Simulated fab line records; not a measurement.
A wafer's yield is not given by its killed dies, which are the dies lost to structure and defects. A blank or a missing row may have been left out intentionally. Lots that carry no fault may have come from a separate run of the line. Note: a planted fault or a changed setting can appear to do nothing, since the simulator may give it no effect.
Shared-tool check | flow gf180mcu | 42 wafers sampled across 14 lots

WHAT PROMPTED THE OPENING
3 of 14 lots carry a flag on the reading HV_LDD_3_TW at GF_HV_LDD_TW_MEAS_38. Fault-free wafers read 1420, with a standard deviation of 13.
Rule: a lot is flagged in two cases, either no wafer of it has a number, or all its wafers with numbers fall more than 4 standard deviations from that mean. All remaining lots are regarded as sound.

lot  | measured     | on            | HV_LDD_3_TW, wafer by wafer | flag
L226 | day 12 06:07 | film metro-01 | 1426 1426 1422              |
L228 | day 12 19:23 | film metro-04 | 1423 1428 1425              |
L230 | day 13 08:45 | film metro-03 | 1409 1405 1408              |
L231 | day 13 13:01 | film metro-03 | 1412 1407 1410              |
L233 | day 14 09:28 | film metro-01 | 1536 1535 1540              | FLAGGED
L235 | day 14 18:42 | film metro-01 | 1536 1532 1527              | FLAGGED
L238 | day 15 21:19 | film metro-01 | 1533 1537 1537              | FLAGGED
L241 | day 16 16:59 | film metro-03 | 1399 1400 1399              |
L242 | day 17 02:01 | film metro-01 | 1432 1427 1425              |
L243 | day 17 08:49 | film metro-01 | 1432 1428 1427              |
L244 | day 17 21:50 | film metro-03 | 1398 1392 1408              |
L245 | day 18 02:15 | film metro-01 | 1423 1420 1424              |
L246 | day 18 09:05 | film metro-01 | 1422 1421 1427              |
L247 | day 18 17:01 | film metro-03 | 1409 1407 1410              |
Average over the flagged lots: 1535; offset from the usual +115, equal to +9 standard deviations.

EACH LOT AND THE TOOL IT RAN ON
The record keeps 1 process step preceding the reading, out of 602 steps on the route. Cell contents, in order: the tool; ch with the chambers the sampled wafers went through; the start.
lot  | flag    | GF_HV_LDD_IMPLANT_35
L226 |         | implanter-01 ch 0, day 12 05:43
L228 |         | implanter-02 ch 0, day 12 19:01
L230 |         | implanter-04 ch 0, day 13 08:23
L231 |         | implanter-01 ch 0, day 13 12:38
L233 | FLAGGED | implanter-01 ch 0, day 14 08:47
L235 | FLAGGED | implanter-04 ch 0, day 14 17:59
L238 | FLAGGED | implanter-01 ch 0, day 15 20:36
L241 |         | implanter-01 ch 0, day 16 16:35
L242 |         | implanter-04 ch 0, day 17 01:37
L243 |         | implanter-02 ch 0, day 17 08:27
L244 |         | implanter-04 ch 0, day 17 21:27
L245 |         | implanter-02 ch 0, day 18 01:53
L246 |         | implanter-04 ch 0, day 18 08:41
L247 |         | implanter-02 ch 0, day 18 16:32
What these steps do:
- GF_HV_LDD_IMPLANT_35
- GF_HV_LDD_TW_MEAS_38

FLAGGED OVER TOTAL, TOOL BY TOOL (the gauges that took the reading come last)
step                 | tool          | lots run | flagged | share of the flagged lots | sound lots run after its first flagged lot
GF_HV_LDD_IMPLANT_35 | implanter-01  | 5        | 2       | some                      | 1 (L241)
GF_HV_LDD_IMPLANT_35 | implanter-02  | 4        | 0       | none                      | -
GF_HV_LDD_IMPLANT_35 | implanter-04  | 5        | 1       | some                      | 3 (L242,L244,L246)
GF_HV_LDD_TW_MEAS_38 | film metro-01 | 8        | 3       | all                       | 4 (L242,L243,L245,L246)
GF_HV_LDD_TW_MEAS_38 | film metro-03 | 5        | 0       | none                      | -
GF_HV_LDD_TW_MEAS_38 | film metro-04 | 1        | 0       | none                      | -

WHAT IS ALLOWED BY THE TABLE
1 row of the table ran every flagged lot: film metro-01 at GF_HV_LDD_TW_MEAS_38.
- film metro-01 at GF_HV_LDD_TW_MEAS_38: 3 of its 8 lots flagged. Sound lots ran on it after the first flagged one (L242, L243, L245, L246), which a lasting fault on the whole tool wouldn't allow.
There is no row in the table that ran each flagged lot and no sound lot after the first.

WHAT THE SIMULATOR PUT IN
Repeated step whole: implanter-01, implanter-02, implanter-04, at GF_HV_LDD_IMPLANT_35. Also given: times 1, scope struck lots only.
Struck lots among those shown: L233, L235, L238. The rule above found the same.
